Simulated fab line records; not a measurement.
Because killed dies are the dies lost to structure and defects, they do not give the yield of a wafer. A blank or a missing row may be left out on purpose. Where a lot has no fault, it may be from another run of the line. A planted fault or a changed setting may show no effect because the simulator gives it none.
Which of the tools did it? :: flow gf180mcu :: 12 lots with 36 wafers sampled at 5 steps, on a route of 602 steps

WHAT EACH GAUGE READ, for each wafer
GF_V4_RS_MEAS_24: measures by four-point-probe.
lot: L075
measured: day 24 15:41
on: film_metro-02
V4_W_RS (ohm/sq): 0.325 0.327 0.324

lot: L077
measured: day 25 12:36
on: film_metro-03
V4_W_RS (ohm/sq): 0.328 0.327 0.331

lot: L079
measured: day 26 09:51
on: film_metro-01
V4_W_RS (ohm/sq): 0.328 0.330 0.329

lot: L081
measured: day 27 01:58
on: film_metro-02
V4_W_RS (ohm/sq): 0.326 0.325 0.325

lot: L083
measured: day 27 22:54
on: film_metro-01
V4_W_RS (ohm/sq): 0.327 0.324 0.326

lot: L085
measured: day 28 03:15
on: film_metro-03
V4_W_RS (ohm/sq): 0.328 0.325 0.330

lot: L087
measured: day 28 18:29
on: film_metro-03
V4_W_RS (ohm/sq): 0.325 0.323 0.323

lot: L089
measured: day 29 09:54
on: film_metro-03
V4_W_RS (ohm/sq): 0.328 0.328 0.327

lot: L091
measured: day 29 18:25
on: film_metro-02
V4_W_RS (ohm/sq): 0.330 0.331 0.329

lot: L093
measured: day 30 10:26
on: film_metro-01
V4_W_RS (ohm/sq): 0.326 0.330 0.331

lot: L095
measured: day 31 08:34
on: film_metro-01
V4_W_RS (ohm/sq): 0.329 0.330 0.330

lot: L097
measured: day 31 10:55
on: film_metro-01
V4_W_RS (ohm/sq): 0.331 0.331 0.330

EACH LOT AND THE TOOL THAT RAN IT (in order: tool; ch and the chambers of the sampled wafers; start)
lot: L075
GF_HV_LDD_STRIP_49: plasma_asher-03 ch 0,1, day 12 12:05
GF_PSD_STRIP_10: plasma_asher-04 ch 0,1, day 14 09:27
GF_CONTACT_ETCH_16: rie_diel-01 ch 1,2, day 16 06:37
GF_V4_ETCH_17: rie_diel-04 ch 0,1,2, day 24 15:41 or earlier

lot: L077
GF_HV_LDD_STRIP_49: plasma_asher-03 ch 0,1, day 13 09:20
GF_PSD_STRIP_10: plasma_asher-02 ch 0,1, day 15 06:43
GF_CONTACT_ETCH_16: rie_diel-04 ch 0,1, day 17 05:29
GF_V4_ETCH_17: rie_diel-01 ch 1,2,3, day 25 12:36 or earlier

lot: L079
GF_HV_LDD_STRIP_49: plasma_asher-01 ch 0,1, day 14 07:04
GF_PSD_STRIP_10: plasma_asher-03 ch 0,1, day 16 05:53
GF_CONTACT_ETCH_16: rie_diel-04 ch 0,3, day 18 06:04
GF_V4_ETCH_17: rie_diel-03 ch 1,2,3, day 26 09:51 or earlier

lot: L081
GF_HV_LDD_STRIP_49: plasma_asher-04 ch 0,1, day 14 19:41
GF_PSD_STRIP_10: plasma_asher-03 ch 0,1, day 16 21:01
GF_CONTACT_ETCH_16: rie_diel-03 ch 0,1,2, day 18 23:07
GF_V4_ETCH_17: rie_diel-01 ch 0,1, day 27 01:58 or earlier

lot: L083
GF_HV_LDD_STRIP_49: plasma_asher-04 ch 0,1, day 15 18:40
GF_PSD_STRIP_10: plasma_asher-04 ch 0, day 17 21:22
GF_CONTACT_ETCH_16: rie_diel-03 ch 1,2, day 20 00:13
GF_V4_ETCH_17: rie_diel-04 ch 0,2,3, day 27 22:54 or earlier

lot: L085
GF_HV_LDD_STRIP_49: plasma_asher-04 ch 0,1, day 16 01:29
GF_PSD_STRIP_10: plasma_asher-04 ch 0,1, day 18 02:43
GF_CONTACT_ETCH_16: rie_diel-04 ch 0,1,3, day 20 06:01
GF_V4_ETCH_17: rie_diel-03 ch 0,2,3, day 28 03:15 or earlier

lot: L087
GF_HV_LDD_STRIP_49: plasma_asher-01 ch 0,1, day 16 17:26
GF_PSD_STRIP_10: plasma_asher-03 ch 0,1, day 18 19:55
GF_CONTACT_ETCH_16: rie_diel-03 ch 0,1,2, day 20 22:55
GF_V4_ETCH_17: rie_diel-01 ch 0,1,3, day 28 18:29 or earlier

lot: L089
GF_HV_LDD_STRIP_49: plasma_asher-04 ch 1, day 17 10:43
GF_PSD_STRIP_10: plasma_asher-03 ch 0,1, day 19 14:22
GF_CONTACT_ETCH_16: rie_diel-03 ch 0,1,3, day 21 17:16
GF_V4_ETCH_17: rie_diel-03 ch 0,2, day 29 09:54 or earlier

lot: L091
GF_HV_LDD_STRIP_49: plasma_asher-01 ch 0,1, day 17 23:43
GF_PSD_STRIP_10: plasma_asher-04 ch 0,1, day 20 03:52
GF_CONTACT_ETCH_16: rie_diel-01 ch 0,2, day 22 06:18
GF_V4_ETCH_17: rie_diel-03 ch 1,2, day 29 18:25 or earlier

lot: L093
GF_HV_LDD_STRIP_49: plasma_asher-01 ch 1, day 18 18:07
GF_PSD_STRIP_10: plasma_asher-03 ch 0,1, day 20 22:43
GF_CONTACT_ETCH_16: rie_diel-03 ch 0,1,3, day 23 00:52
GF_V4_ETCH_17: rie_diel-04 ch 0,1,2, day 30 10:26 or earlier

lot: L095
GF_HV_LDD_STRIP_49: plasma_asher-03 ch 0,1, day 19 17:20
GF_PSD_STRIP_10: plasma_asher-02 ch 0,1, day 21 20:40
GF_CONTACT_ETCH_16: rie_diel-04 ch 0,2,3, day 23 21:50
GF_V4_ETCH_17: rie_diel-04 ch 0,3, day 31 08:34 or earlier

lot: L097
GF_HV_LDD_STRIP_49: plasma_asher-04 ch 0,1, day 20 04:37
GF_PSD_STRIP_10: plasma_asher-02 ch 0,1, day 22 07:55
GF_CONTACT_ETCH_16: rie_diel-01 ch 1,2,3, day 24 08:03
GF_V4_ETCH_17: rie_diel-03 ch 1,3, day 31 10:55 or earlier
- GF_HV_LDD_STRIP_49: strips in O2/N2.
- GF_PSD_STRIP_10: strips in O2/N2.
- GF_CONTACT_ETCH_16: etches BARC in N2/H2.
- GF_V4_ETCH_17: etches SiO2 in C4F8/O2/Ar, stops on TiN, target depth 630 nm.

THE ANSWER, worked out from the rows above alone
Rule: usual is defined by the lots themselves. Put in order of their means at a reading, lots are off if they are a third of the lots or fewer, leave a main group of 4 or more, and stand apart from it by a gap of 3 or more times the standard deviation of the main group's means; of several such gaps the widest counts. The tables above print the reading to a certain number of digits; a main group whose means all agree to those digits is not used. Also off: a lot with no number at a reading for which 4 or more lots have one. The other lots that the step has rows for count as sound.
Across all readings shown, no lot is off: no conclusion can be drawn from this.

WHAT THE SIMULATOR PUT IN
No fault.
